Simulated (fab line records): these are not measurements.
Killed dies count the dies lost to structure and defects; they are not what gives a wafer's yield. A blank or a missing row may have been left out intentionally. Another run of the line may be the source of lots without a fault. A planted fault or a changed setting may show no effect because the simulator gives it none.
One fault seen from 2 desks || flow gf180mcu || each desk has only its own numbers; what lay behind them comes last

== TOOL OWNER'S DESK, hdpcvd-02 ==
The tool's own readings at GF_V5_CVD_00 (deposits SiO2, target thk 300 nm, time 50 s): means of the sampled wafers that have a number, for each lot that ran on this tool. A lot is out of limits, marked OUT, if its mean lies more than 4 standard deviations from the usual mean; the brackets give that distance.
Columns: A = pressure-mtorr at GF_V5_CVD_00, usual 5.999 mTorr; B = sih4-flow-sccm at GF_V5_CVD_00, usual 60.00 sccm
{"lot": "L920", "first seen here": "day 26 09:53", "A": 5.997, "B": 59.98}
{"lot": "L927", "first seen here": "day 28 14:43", "A": 5.999, "B": "56.81 (-17) OUT"}
{"lot": "L928", "first seen here": "day 28 22:53", "A": 6.005, "B": "56.92 (-16) OUT"}
{"lot": "L936", "first seen here": "day 31 04:44", "A": 6.005, "B": 59.98}
{"lot": "L938", "first seen here": "day 31 15:14", "A": 6.003, "B": 59.98}
{"lot": "L943", "first seen here": "day 32 21:17", "A": 6.000, "B": 59.88}
This desk finds L927, L928 out of limits, L927 being first, at day 28 14:43 (sih4-flow-sccm at GF_V5_CVD_00). In limits: L920, L936, L938, L943.

== AT THE METROLOGY DESK ==
Lot by lot, what the gauges showed, no matter which tool ran the lot: averages of those sampled wafers that carry a number. A lot is out of limits, marked OUT, if its mean lies more than 4 standard deviations from the usual mean; the brackets give that distance.
Columns: A = MIM_ALCU_RS at GF_MIM_RS_MEAS_10, usual 0.1592 ohm/sq; B = V5_CVD_00_THK at GF_V5_THK_MEAS_01, usual 298 nm; C = cd-nm at GF_V5_CD_MEAS_14, usual 260.2 nm
{"lot": "L920", "first seen here": "day 24 13:48", "A": 0.1605, "B": 298, "C": 260.0}
{"lot": "L922", "first seen here": "day 25 07:27", "A": 0.1564, "B": 301, "C": 259.2}
{"lot": "L923", "first seen here": "day 25 18:33", "A": 0.1606, "B": 301, "C": 260.4}
{"lot": "L927", "first seen here": "day 26 21:12", "A": 0.1579, "B": "283 (-4.7) OUT", "C": 259.4}
{"lot": "L928", "first seen here": "day 27 05:47", "A": 0.1565, "B": "284 (-4.5) OUT", "C": 259.7}
{"lot": "L929", "first seen here": "day 27 23:20", "A": 0.1597, "B": 295, "C": 260.2}
{"lot": "L936", "first seen here": "day 29 14:53", "A": 0.1591, "B": 300, "C": 261.1}
{"lot": "L937", "first seen here": "day 29 23:41", "A": 0.1593, "B": 303, "C": 259.6}
{"lot": "L938", "first seen here": "day 30 02:44", "A": 0.1573, "B": 292, "C": 260.4}
{"lot": "L939", "first seen here": "day 30 08:53", "A": 0.1591, "B": 296, "C": 260.8}
{"lot": "L942", "first seen here": "day 31 00:49", "A": 0.1583, "B": 299, "C": 258.9}
{"lot": "L943", "first seen here": "day 31 10:47", "A": 0.1585, "B": 298, "C": 259.1}
This desk reports L927, L928 out of limits; the earliest was L927 at day 28 14:46 (V5_CVD_00_THK at GF_V5_THK_MEAS_01). In limits: L920, L922, L923, L929, L936, L937, L938, L939, L942, L943.

== TAKEN TOGETHER ==
On L927, L928, at day 28 14:43, an alarm was possible from the tool owner's desk.
L927, L928 would have let the metrology desk raise an alarm at day 28 14:46.
Of the lots named, all ran GF_V5_CVD_00 on hdpcvd-02.

== WHAT THE SIMULATOR HAD PUT IN ==
hdpcvd-02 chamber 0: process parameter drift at GF_V5_CVD_00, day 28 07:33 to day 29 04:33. The setting sih4-flow-sccm was moved by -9, starting from 60. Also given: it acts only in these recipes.
Lots struck among those shown: L927, L928.
Hours from the fault's start to each desk's first reading out of limits: the tool owner's desk, 7; the metrology desk, 7.
